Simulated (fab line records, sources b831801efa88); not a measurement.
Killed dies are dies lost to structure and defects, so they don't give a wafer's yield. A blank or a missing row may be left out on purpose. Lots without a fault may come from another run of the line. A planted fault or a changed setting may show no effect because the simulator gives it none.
fab line records | flow sky130
record lots=13 wafers=39 last_day=49
route steps=708 shown CONTACT@433 VIA4@640 METAL5@663 PAD_OPEN@708
lots that met no fault: from a run of the same line without faults
start_h: hours from the record's first day to the start of the lot's first wafer shown | wait_h: hours since the lot's step before | " the same as in the row above | L1.1+2: a row that stands for several wafers | - no value, or no start given | * or withheld: withheld | < > ~ a bound
route shown NAME@n: a module of which the file shows steps, and the number in the route of the first | usual: mean/standard deviation of fault-free wafers | same: alike in all rows | chamber/n: place in a boat | sites: the reading at each site | _std_site: their standard deviation | _edge_site: outer sites' mean less inner sites' | radius_mm: how far each site lies from the wafer's centre | mask NAME#n: copy n | behind: the tool/chamber that last shaped the wafer | hold: why the lot was held/for how many hours/how that ended | device: the transistor (n, p or np) that didn't switch | end of line: the same wafers' tests at the end of the route | a step without rows: its recipe alone | killed: dies lost to structure and defects at the first sort, not the wafer's yield | map: a wafer's dies, x killed, . not, _ none there
set.NAME: the setting as run; set.NAME@STEP: as run at that earlier step | model.NAME: the simulator's own value behind a step, which no gauge read
steps of the route over a sample of lots; a table a step, a row a wafer
services: from which hour (start_h, from the record's first day; less than 0 if before it) a tool's chamber was out of use, for how many hours, and why
## steps
# step SKY_CONTACT_CMP_27
# recipe stop_on=SiO2 t_overpolish_s=15 down_force_psi=3.5 platen_rpm=60 target_thk_nm=0 pad_velocity_m_s=0.94248
# usual motor_current_A=11.2/0.89 overpolish_run_s=15.000/0.0092 time_to_endpoint_s=81/3.8
# columns lot.wafer tool chamber start_h wait_h motor_current_A overpolish_run_s time_to_endpoint_s
L218.3 cmp-02 1 733.27 0.0 11.4 14.997 78
L218.6 " 1 " " 12.9 14.980 71
L218.5 " 2 " " 11.3 14.998 81
L219.1 cmp-02 0 741.33 0.6 10.5 15.011 83
L219.3 " 1 " " 12.3 14.979 80
L219.5 " 3 " " 10.7 15.008 75
L220.1 cmp-02 1 751.82 2.7 11.6 15.007 78
L220.4 " 3 " " 11.3 15.002 79
L220.5 " 1 " " 12.0 15.003 83
L221.2 cmp-02 1 764.55 0.2 12.7 14.996 80
L221.6 " 2 " " 12.1 15.006 84
L221.5 " 3 " " 10.8 14.993 77
L222.3 cmp-01 0 779.21 0.0 10.7 14.991 83
L222.6 " 0 " " 10.4 14.998 80
L222.5 " 1 " " 11.4 15.011 87
L223.2 cmp-02 1 780.34 0.0 12.7 15.012 84
L223.4 " 3 " " 10.7 15.005 81
L223.6 " 1 " " 12.5 15.018 77
L224.3 cmp-02 3 787.15 0.0 10.5 14.988 81
L224.4 " 0 " " 10.9 14.996 84
L224.6 " 0 " " 10.2 15.007 85
L225.3 cmp-01 1 794.79 0.1 11.5 15.009 92
L225.2 " 2 " " 9.5 14.999 86
L225.6 " 0 " " 10.8 15.015 81
L227.4 cmp-01 3 817.08 0.1 12.3 15.012 81
L227.2 " 0 " " 10.3 15.000 80
L227.1 " 1 " " 11.8 14.982 88
L228.4 cmp-02 3 817.49 0.1 10.2 14.980 80
L228.2 " 0 " " 10.3 14.991 82
L228.5 " 3 " " 11.2 15.008 80
L229.2 cmp-01 3 826.42 0.0 11.5 15.004 81
L229.3 " 1 " " 12.1 15.005 84
L229.4 " 2 " " 10.1 15.017 78
L232.2 cmp-02 2 860.24 0.1 11.7 14.997 80
L232.3 " 3 " " 11.3 14.995 77
L232.5 " 0 " " 10.8 14.990 80
L236.4 cmp-02 0 881.02 0.1 10.6 15.001 84
L236.2 " 1 " " 12.2 15.002 80
L236.5 " 2 " " 11.7 14.984 83
# step SKY_VIA4_THK_MEAS_01
# recipe reads=SiO2_of_VIA4_HDPCVD_00
# usual VIA4_HDPCVD_THK=1731/19
# columns lot.wafer tool chamber start_h wait_h VIA4_HDPCVD_THK[nm]
L218.3 film_metro-01 - 980.10 0.1 1761
L218.5 " - " " 1765
L218.6 " - " " 1753
L219.1 film_metro-02 - 986.92 0.1 1728
L219.3 " - " " 1719
L219.5 " - " " 1755
L220.1 film_metro-04 - 995.34 0.1 1695
L220.4 " - " " 1745
L220.5 " - " " 1705
L221.2 film_metro-04 - 1005.26 0.2 1735
L221.5 " - " " 1746
L221.6 " - " " 1729
L222.3 film_metro-01 - 1016.68 0.1 1717
L222.5 " - " " 1702
L222.6 " - " " 1736
L223.2 film_metro-01 - 1019.36 0.2 1769
L223.4 " - " " 1737
L223.6 " - " " 1723
L224.3 film_metro-02 - 1026.42 0.1 1718
L224.4 " - " " 1691
L224.6 " - " " 1735
L225.2 film_metro-04 - 1033.38 0.1 1742
L225.3 " - " " 1734
L225.6 " - " " 1726
L228.2 film_metro-01 - 1052.87 0.1 1753
L228.4 " - " " 1766
L228.5 " - " " 1737
L227.1 film_metro-02 - 1053.36 0.1 1750
L227.2 " - " " 1738
L227.4 " - " " 1739
L229.2 film_metro-02 - 1059.57 0.2 1704
L229.3 " - " " 1733
L229.4 " - " " 1750
L232.2 film_metro-04 - 1086.94 0.1 1736
L232.3 " - " " 1765
L232.5 " - " " 1749
L236.2 film_metro-01 - 1101.59 0.1 1744
L236.4 " - " " 1745
L236.5 " - " " 1743
# step SKY_METAL5_SPUTTER_02
# recipe material=AlCu target_thk_nm=1150 power_w=10600 time_s=61.2 chamber_pressure_pa=0.4
# usual chamber_pressure_pa=0.3999/0.00093 throttle_valve_pct=29.7/0.92
# columns lot.wafer tool chamber start_h wait_h chamber_pressure_pa throttle_valve_pct
L218.3 pvd_sputter-02 - 1005.22 0.0 0.3987 30.1
L218.5 " - " " 0.4003 28.4
L218.6 " - " " 0.4001 30.2
L219.1 pvd_sputter-04 - 1011.75 0.0 0.3987 30.4
L219.3 " - " " 0.3997 29.8
L219.5 " - " " 0.4000 30.9
L220.1 pvd_sputter-03 - 1020.57 0.0 0.4006 29.4
L220.4 " - " " 0.3984 29.4
L220.5 " - " " 0.3995 31.3
L221.2 pvd_sputter-04 - 1029.64 0.0 0.3987 30.8
L221.5 " - " " 0.3985 31.0
L221.6 " - " " 0.4007 29.8
L222.3 pvd_sputter-04 - 1040.84 0.0 0.3989 29.8
L222.5 " - " " 0.4002 30.5
L222.6 " - " " 0.3994 29.7
L223.2 pvd_sputter-03 - 1043.44 0.0 0.3983 29.1
L223.4 " - " " 0.4014 30.0
L223.6 " - " " 0.3999 29.7
L224.3 pvd_sputter-02 - 1049.93 0.0 0.4006 30.0
L224.4 " - " " 0.3998 29.1
L224.6 " - " " 0.4013 28.3
L225.2 pvd_sputter-03 - 1057.39 0.0 0.4000 31.0
L225.3 " - " " 0.3990 29.1
L225.6 " - " " 0.3999 31.2
L228.2 pvd_sputter-04 - 1076.25 0.0 0.3994 30.7
L228.4 " - " " 0.3998 30.7
L228.5 " - " " 0.3988 29.9
L227.1 pvd_sputter-02 - 1076.79 0.0 0.3987 28.1
L227.2 " - " " 0.4001 29.7
L227.4 " - " " 0.3981 29.1
L229.2 pvd_sputter-03 - 1084.70 0.0 0.4010 29.8
L229.3 " - " " 0.4002 29.9
L229.4 " - " " 0.4006 29.3
L232.2 pvd_sputter-04 - 1109.17 0.0 0.3990 31.0
L232.3 " - " " 0.4007 28.2
L232.5 " - " " 0.4000 29.8
L236.2 pvd_sputter-03 - 1123.44 0.0 0.4010 30.1
L236.4 " - " " 0.3994 29.0
L236.5 " - " " 0.3992 29.5
# step SKY_METAL5_SPUTTER_04
# recipe material=TiN target_thk_nm=70 power_w=6500 time_s=58.3 chamber_pressure_pa=0.4
# usual chamber_pressure_pa=0.4001/0.0009 throttle_valve_pct=29.7/0.91
# columns lot.wafer tool chamber start_h wait_h chamber_pressure_pa throttle_valve_pct
L218.3 pvd_sputter-02 - 1005.28 0.0 0.4016 29.9
L218.5 " - " " 0.3999 28.5
L218.6 " - " " 0.4021 30.1
L219.1 pvd_sputter-04 - 1011.81 0.0 0.3997 30.2
L219.3 " - " " 0.3998 29.8
L219.5 " - " " 0.3976 31.0
L220.1 pvd_sputter-03 - 1020.64 0.0 0.4000 29.9
L220.4 " - " " 0.4001 29.4
L220.5 " - " " 0.3998 31.2
L221.2 pvd_sputter-04 - 1029.71 0.0 0.3996 31.0
L221.5 " - " " 0.4001 30.8
L221.6 " - " " 0.3987 29.7
L222.3 pvd_sputter-04 - 1040.91 0.0 0.3992 29.7
L222.5 " - " " 0.3994 30.5
L222.6 " - " " 0.3994 29.5
L223.2 pvd_sputter-03 - 1043.51 0.0 0.3993 29.3
L223.4 " - " " 0.4001 30.3
L223.6 " - " " 0.4003 29.5
L224.3 pvd_sputter-02 - 1050.00 0.0 0.4001 30.0
L224.4 " - " " 0.4004 29.1
L224.6 " - " " 0.3998 28.2
L225.2 pvd_sputter-03 - 1057.46 0.0 0.4007 30.9
L225.3 " - " " 0.4006 29.4
L225.6 " - " " 0.4015 30.8
L228.2 pvd_sputter-04 - 1076.32 0.0 0.4001 30.2
L228.4 " - " " 0.4004 30.9
L228.5 " - " " 0.4001 30.0
L227.1 pvd_sputter-02 - 1076.86 0.0 0.3989 27.9
L227.2 " - " " 0.4007 29.9
L227.4 " - " " 0.4007 29.6
L229.2 pvd_sputter-03 - 1084.77 0.0 0.3988 29.8
L229.3 " - " " 0.3990 29.9
L229.4 " - " " 0.3992 29.3
L232.2 pvd_sputter-04 - 1109.24 0.0 0.4008 30.7
L232.3 " - " " 0.4002 28.2
L232.5 " - " " 0.3995 29.9
L236.2 pvd_sputter-03 - 1123.51 0.0 0.3992 30.0
L236.4 " - " " 0.4000 29.2
L236.5 " - " " 0.4000 29.3
# step SKY_PAD_OPEN_PROBE_99
# usual killed_at_M0_to_M3=43/7.6 killed_at_M4_up=2.9/1.9 killed_at_contacts=24/5 killed_at_front_end=15/4.3 killed_at_other=0.3/0.54 killed_dies=85/10 killed_on_rim=17/3.9 killed_open=47/7 killed_short=38/6.4
# same gross_dies=492 killed_at_back_side=0
# columns lot.wafer tool chamber start_h wait_h killed_at_M0_to_M3 killed_at_M4_up killed_at_contacts killed_at_front_end killed_at_other killed_dies killed_on_rim killed_open killed_short
L218.3 prober-02 - 1075.92 0.2 35 4 25 22 0 86 26 41 45
L218.5 prober-02 - 1076.02 0.2 31 4 36 16 1 88 21 56 32
L218.6 prober-02 - 1076.07 0.2 43 5 22 20 0 90 14 42 48
L228.2 prober-01 - 1138.36 0.1 48 2 26 16 0 92 14 48 44
L228.4 prober-01 - 1138.46 0.2 43 3 27 7 0 80 15 39 41
L228.5 prober-01 - 1138.51 0.2 43 4 26 14 1 88 18 47 41
L229.2 prober-01 - 1146.53 0.1 51 3 22 20 2 98 19 56 42
L229.3 prober-01 - 1146.58 0.2 53 1 22 19 2 97 21 52 45
L229.4 prober-01 - 1146.63 0.2 44 2 18 15 0 79 19 44 35
L232.2 prober-01 - 1169.44 0.1 43 3 218 13 0 277 56 37 37
L232.3 prober-01 - 1169.49 0.2 32 1 19 16 0 68 15 42 26
L232.5 prober-01 - 1169.59 0.2 35 1 19 19 0 74 12 42 32
L236.2 prober-02 - 1180.74 0.1 49 2 18 9 1 79 17 38 41
L236.4 prober-02 - 1180.84 0.2 35 4 26 11 0 76 12 39 37
L236.5 prober-02 - 1180.89 0.2 33 3 215 9 0 260 51 35 31
# killed by level:class
L218.3 FIELD_ISO:geometric_particle:open=8 VIA1:geometric_particle:open=8 LOCAL_INTERCONNECT:geometric_particle:short=7 LI_CONTACT:geometric_particle:open=6 CONTACT:geometric_particle:short=6 METAL2:geometric_particle:short=5 FIELD_ISO:geometric_particle:short=4 POLY_GATE:geometric_particle:short=4
L218.5 VIA1:geometric_particle:open=15 CONTACT:geometric_particle:open=12 CONTACT:geometric_particle:short=10 LOCAL_INTERCONNECT:geometric_particle:short=8 POLY_GATE:geometric_particle:open=6 VIA3:geometric_particle:open=6 FIELD_ISO:geometric_particle:short=5 LI_CONTACT:geometric_particle:open=4
L218.6 VIA1:geometric_particle:open=13 CONTACT:geometric_particle:short=8 FIELD_ISO:geometric_particle:short=7 CONTACT:geometric_particle:open=6 VIA3:geometric_particle:open=6 VIA3:geometric_particle:short=5 POLY_GATE:geometric_particle:short=4 SPACER:geometric_particle:short=4
L228.2 VIA2:geometric_particle:open=13 CONTACT:geometric_particle:open=8 CONTACT:geometric_particle:short=8 VIA1:geometric_particle:short=8 VIA1:geometric_particle:open=8 METAL2:geometric_particle:short=7 POLY_GATE:geometric_particle:short=5 VIA3:geometric_particle:open=5
L228.4 METAL2:geometric_particle:short=9 LI_CONTACT:geometric_particle:open=8 CONTACT:geometric_particle:open=8 VIA3:geometric_particle:open=7 LI_CONTACT:geometric_particle:short=6 METAL1:geometric_particle:short=5 VIA2:geometric_particle:short=4 VIA2:geometric_particle:open=4
L228.5 VIA1:geometric_particle:open=14 CONTACT:geometric_particle:open=8 VIA3:geometric_particle:open=7 LI_CONTACT:geometric_particle:open=6 CONTACT:geometric_particle:short=6 METAL1:geometric_particle:short=6 VIA1:geometric_particle:short=5 POLY_GATE:geometric_particle:short=4
L229.2 CONTACT:geometric_particle:open=14 VIA1:geometric_particle:open=10 VIA2:geometric_particle:open=10 VIA3:geometric_particle:short=6 FIELD_ISO:geometric_particle:short=5 POLY_GATE:geometric_particle:short=5 LI_CONTACT:geometric_particle:open=5 METAL2:geometric_particle:short=5
L229.3 VIA1:geometric_particle:open=11 CONTACT:geometric_particle:open=9 FIELD_ISO:geometric_particle:short=8 VIA3:geometric_particle:open=8 LI_CONTACT:geometric_particle:open=7 VIA2:geometric_particle:open=7 VIA3:geometric_particle:short=5 VIA1:geometric_particle:short=5
L229.4 VIA1:geometric_particle:short=9 VIA1:geometric_particle:open=9 VIA3:geometric_particle:open=8 VIA2:geometric_particle:open=7 FIELD_ISO:geometric_particle:short=6 LI_CONTACT:geometric_particle:open=6 FIELD_ISO:geometric_particle:open=5 CONTACT:geometric_particle:open=5
L232.2 CONTACT:unspecified=203 VIA1:geometric_particle:open=10 METAL1:geometric_particle:short=7 METAL2:geometric_particle:short=6 VIA2:geometric_particle:open=6 LOCAL_INTERCONNECT:geometric_particle:short=5 VIA3:geometric_particle:open=4 CONTACT:geometric_particle:open=4
L232.3 VIA1:geometric_particle:open=10 CONTACT:geometric_particle:open=10 VIA3:geometric_particle:open=6 FIELD_ISO:geometric_particle:open=5 FIELD_ISO:geometric_particle:short=4 LI_CONTACT:geometric_particle:open=4 VIA1:geometric_particle:short=4 METAL2:geometric_particle:short=4
L232.5 VIA1:geometric_particle:open=12 CONTACT:geometric_particle:open=8 FIELD_ISO:geometric_particle:short=7 CONTACT:geometric_particle:short=6 FIELD_ISO:geometric_particle:open=4 POLY_GATE:geometric_particle:open=4 VIA3:geometric_particle:open=4 VIA2:geometric_particle:open=3
L236.2 VIA1:geometric_particle:open=12 CONTACT:geometric_particle:open=7 VIA1:geometric_particle:short=7 METAL1:geometric_particle:short=7 VIA2:geometric_particle:short=5 LI_CONTACT:geometric_particle:open=4 METAL2:geometric_particle:short=4 VIA2:geometric_particle:open=4
L236.4 CONTACT:geometric_particle:open=8 METAL1:geometric_particle:short=8 LI_CONTACT:geometric_particle:open=6 CONTACT:geometric_particle:short=6 VIA1:geometric_particle:open=5 VIA3:geometric_particle:open=5 POLY_GATE:geometric_particle:open=4 LOCAL_INTERCONNECT:geometric_particle:short=4
L236.5 CONTACT:unspecified=194 LI_CONTACT:geometric_particle:open=7 CONTACT:geometric_particle:open=6 VIA2:geometric_particle:open=5 VIA3:geometric_particle:open=5 VIA1:geometric_particle:open=4 METAL1:geometric_particle:short=4 FIELD_ISO:geometric_particle:short=3
## services
# columns tool chamber start_h hours kind
pvd_sputter-03 - 717.26 1.2 repair
cmp-01 - 730.36 38.0 repair
cmp-02 - 743.36 0.6 repair
pvd_sputter-04 - 743.59 1.4 repair
cmp-02 - 747.47 4.0 pm
pvd_sputter-03 - 754.44 1.2 repair
pvd_sputter-03 - 776.90 1.8 repair
pvd_sputter-02 - 790.80 6.8 repair
pvd_sputter-04 - 794.33 1.5 repair
cmp-02 - 801.19 6.4 pm
cmp-02 - 823.45 4.4 repair
cmp-02 - 841.06 1.4 repair
cmp-02 - 884.51 0.4 repair
pvd_sputter-03 - 963.24 2.3 repair
pvd_sputter-03 - 963.60 0.6 repair
cmp-02 - 976.48 2.4 repair
cmp-02 - 989.76 1.4 repair
pvd_sputter-02 - 1006.96 3.3 repair
pvd_sputter-04 - 1016.84 0.5 repair
pvd_sputter-02 - 1056.81 9.3 repair
cmp-02 - 1067.27 4.4 repair
cmp-02 - 1073.64 2.6 repair
cmp-02 - 1077.25 0.7 repair
cmp-02 - 1080.84 4.0 pm
## key
first_sign step=SKY_PAD_OPEN_PROBE_99 reading=killed_at_contacts direction=up sigmas=38 usual=24 struck=216
effect step=SKY_PAD_OPEN_PROBE_99 reading=killed_dies direction=up sigmas=18 usual=85 struck=268
met_at SKY_CONTACT_CMP_27
struck_lots L232,L236
struck_wafers L232.2,L236.5
tester_left_out L232,L236
not_acting_at SKY_VIA4_THK_MEAS_01,SKY_METAL5_SPUTTER_02,SKY_METAL5_SPUTTER_04
onset_between 764.55 860.24
fault kind=chamber_particle_source tool=cmp-02 chamber=2 onset_h=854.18 steps=SKY_CONTACT_CMP_27 rate_per_visit_cm2=1.1851 end_h=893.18
# tester_left_out: of these lots the tester's yield and bins aren't shown, on N5 and GAA mostly nor the transistor test; their killed dies are dies lost to structure and defects alone, not to doping, threshold or leakage, so they don't give the yield
